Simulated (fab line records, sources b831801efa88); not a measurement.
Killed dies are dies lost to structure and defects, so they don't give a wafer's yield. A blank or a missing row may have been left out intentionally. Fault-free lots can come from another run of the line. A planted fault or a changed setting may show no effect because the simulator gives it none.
A struck lot beside a sound one -- flow sky130 -- 31 steps out of a route of 708
Sound: the wafers L871.2, L871.3, L871.6. Wafers struck: L875.3, L875.4, L875.6. The cause comes at the end.
For every step that has rows: the tool of each side, followed by ch and its chambers, followed by its first start. Under that, the readings that differ: sound wafers -- struck wafers -- difference of the means -- sigmas: that difference in standard deviations of wafers without a fault.
alike: a reading whose means differ by less than 2 such deviations, as well as words and numbers matching on both sides. not compared: withheld readings; readings where some wafer has no value; bounds like >300 that might hide an equal value; numbers whose values overlap and for which the record gives no deviation.
The two part at a step that has a row with sigmas, a row that says differs or no value, or rows on one side only. Numbers that have no deviation but don't overlap get no sigmas and don't part them. A reading missing from all wafers of one side parts the sides only when that side holds two or more wafers.

SKY_LI_CONTACT_OVL_MEAS_13:
  sound: overlay-02 at day 30 16:51; struck: overlay-01 at day 32 11:13
  alike: LI_CONTACT_OVL
then, 2 steps without rows for these wafers: SKY_LI_CONTACT_ETCH_14 (etches BARC in N2/H2, stops on SiO2, time 45.9 s, target depth 60 nm); SKY_LI_CONTACT_ETCH_15 (etches PSG in C4F8/O2/Ar, stops on Si, target depth 600 nm).
SKY_LI_CONTACT_STRIP_16: strips in O2/N2.
  sound on plasma-asher-02 ch 0,1, day 30 17:01; struck on plasma-asher-03 ch 0,1, day 32 11:24
  alike: drypump-motor-current-A, oes-product-au, strip-time-to-endpoint-s
  not compared: rf-hours-counter-h
then, 2 steps without rows for these wafers: SKY_LI_CONTACT_CLEAN_17 (cleans in NMP, time 600 s); SKY_LI_CONTACT_PRE_CLEAN_18 (time 5.6 s).
SKY_LI_CONTACT_SPUTTER_19: material Ti, target thk 20 nm, time 106.37 s.
  sound: pvd-sputter-04 at day 30 17:19; struck: pvd-sputter-03 at day 32 11:40
  alike: throttle-valve-pct
SKY_LI_CONTACT_SPUTTER_20: material TiN, target thk 20 nm, time 80 s.
  sound: pvd-sputter-04 at day 30 17:23; struck: pvd-sputter-03 at day 32 11:44
  alike: throttle-valve-pct
then, 1 step without rows for these wafers: SKY_LI_CONTACT_CVD_21 (deposits W, target thk 400 nm, time 120.56 s).
SKY_LI_CONTACT_RS_MEAS_22: the measuring method here is four-point-probe.
  sound: film-metro-03 at day 30 17:35; struck: film-metro-01 at day 32 11:58
  alike: LI_CONTACT_W_RS
SKY_LI_CONTACT_THK_MEAS_23: measures by xrf.
  sound: film-metro-03 at day 30 17:42; struck: film-metro-01 at day 32 12:04
reading,sound,struck,difference,sigmas
LI_CONTACT_W_THK (nm),438 444 447,423 416 414,-25,-3
SKY_LI_CONTACT_CMP_24: polishes, stops on PSG, t overpolish 20 s, target thk 0 nm.
  sound on cmp-01 ch 0,1,2, day 30 17:45; struck on cmp-02 ch 0,1, day 32 12:06
  alike: motor-current-A, overpolish-run-s, retaining-ring-pressure-frac, time-to-endpoint-s
SKY_LOCAL_INTERCONNECT_SPUTTER_00: material TiN, target thk 100 nm, time 83.3 s.
  sound: pvd-sputter-02 at day 30 18:03; struck: pvd-sputter-02 at day 32 12:24
reading,sound,struck,difference,sigmas
model.TiN_of_LOCAL_INTERCONNECT_SPUTTER_00.thk-nm (nm),101.5 101.1 101.3,108.3 109.3 109.1,+7.6,
  alike: throttle-valve-pct
SKY_LOCAL_INTERCONNECT_RS_MEAS_01: the measuring method here is four-point-probe.
  sound: film-metro-04 at day 30 18:08; struck: film-metro-01 at day 32 12:30
reading,sound,struck,difference,sigmas
LOCAL_INTERCONNECT_TIN_RS (ohm/sq),13.96 13.99 13.93,13.02 12.86 12.90,-1.03,-8
SKY_LOCAL_INTERCONNECT_THK_MEAS_02: measures by xrf.
  sound: film-metro-04 at day 30 18:14; struck: film-metro-01 at day 32 12:36
reading,sound,struck,difference,sigmas
LOCAL_INTERCONNECT_TIN_THK (nm),101.9 101.4 101.8,109.1 110.7 110.4,+8.4,+8
then, 8 steps without rows for these wafers: SKY_LOCAL_INTERCONNECT_DEHYDRATE_03 (time 60 s); SKY_LOCAL_INTERCONNECT_HMDS_04 (prime time 60 s); SKY_LOCAL_INTERCONNECT_COAT_05 (resist thk 60 nm); SKY_LOCAL_INTERCONNECT_COAT_06 (resist thk 450 nm); SKY_LOCAL_INTERCONNECT_SOFTBAKE_07 (time 90 s); SKY_LOCAL_INTERCONNECT_EXPOSE_08 (exposes mask LI1M, target cd 170 nm); SKY_LOCAL_INTERCONNECT_PEB_09; SKY_LOCAL_INTERCONNECT_DEVELOP_10 (develop time 60 s).
SKY_LOCAL_INTERCONNECT_CD_MEAS_11: target cd 170 nm.
  sound: cd-sem-02 at day 31 21:50; struck: cd-sem-01 at day 33 15:25
reading,sound,struck,difference,sigmas
cd-nm (nm),172.7 171.6 173.1,169.7 168.3 167.5,-4.0,-2
SKY_LOCAL_INTERCONNECT_OVL_MEAS_12:
  sound: overlay-01 at day 31 21:56; struck: overlay-01 at day 33 15:31
  alike: LOCAL_INTERCONNECT_OVL
SKY_LOCAL_INTERCONNECT_ETCH_13: etches BARC in N2/H2, stops on SiO2, time 45.9 s, target depth 60 nm.
  sound on rie-metal-02 ch 0,1, day 31 21:58; struck on rie-metal-02 ch 0,1, day 33 15:34
  alike: drypump-motor-current-A, he-backside-leak-sccm, oes-product-au, throttle-valve-pct
  not compared: rf-hours-counter-h
SKY_LOCAL_INTERCONNECT_METAL_ETCH_14: etches TiN in Cl2/BCl3, stops on PSG, target depth 110 nm, time 31.4 s.
  sound on rie-metal-02 ch 0,1, day 31 22:02; struck on rie-metal-02 ch 0,1, day 33 15:37
reading,sound,struck,difference,sigmas
oes-product-au (a.u.),0.952 0.949 0.943,0.983 0.997 1.001,+0.046,+6
  alike: drypump-motor-current-A, he-backside-leak-sccm, throttle-valve-pct
  not compared: rf-hours-counter-h
then, 1 step without rows for these wafers: SKY_LOCAL_INTERCONNECT_STRIP_15 (strips in O2/N2).
SKY_LOCAL_INTERCONNECT_STRIP_16: strips in post etch residue remover, time 1200 s.
  sound on wet-bench-02 ch 0, day 31 22:11; struck on wet-bench-03 ch 1, day 33 15:45
reading,sound,struck,difference,sigmas
model.TiN_of_LOCAL_INTERCONNECT_SPUTTER_00.thk-nm (nm),101.1 100.7 100.9,107.9 108.9 108.7,+7.6,
then, 1 step without rows for these wafers: SKY_LOCAL_INTERCONNECT_CLEAN_17 (cleans in IPA, time 180 s).
-- here the record skips 15 days between the struck wafers' starts before and after, leaving off in module LOCAL_INTERCONNECT and picking up in module PAD_OPEN (first step shown: number 708 of the route) --
SKY_PAD_OPEN_PROBE_99:
  sound: prober-01 at day 46 21:53; struck: prober-01 at day 48 05:53
reading,sound,struck,difference,sigmas
model.etest.res-li.line-ohm-um,73.26 73.6 73.3,68.87 69.75 69.83,-3.90,
model.etest.res-li.rs-ohm-sq,12.67 12.72 12.64,11.9 11.8 11.81,-0.8,
  alike: killed_at_M0_to_M3, killed_at_M4_up, killed-at-contacts, killed-at-front-end, killed-at-other, killed-dies, killed-open, killed-short

## WHERE THEY PART
First at SKY_LI_CONTACT_THK_MEAS_23; last, within this record, at SKY_LOCAL_INTERCONNECT_METAL_ETCH_14. Later steps at which nothing parts them and some readings are alike: SKY_PAD_OPEN_PROBE_99.

WHY: what the simulator had put in
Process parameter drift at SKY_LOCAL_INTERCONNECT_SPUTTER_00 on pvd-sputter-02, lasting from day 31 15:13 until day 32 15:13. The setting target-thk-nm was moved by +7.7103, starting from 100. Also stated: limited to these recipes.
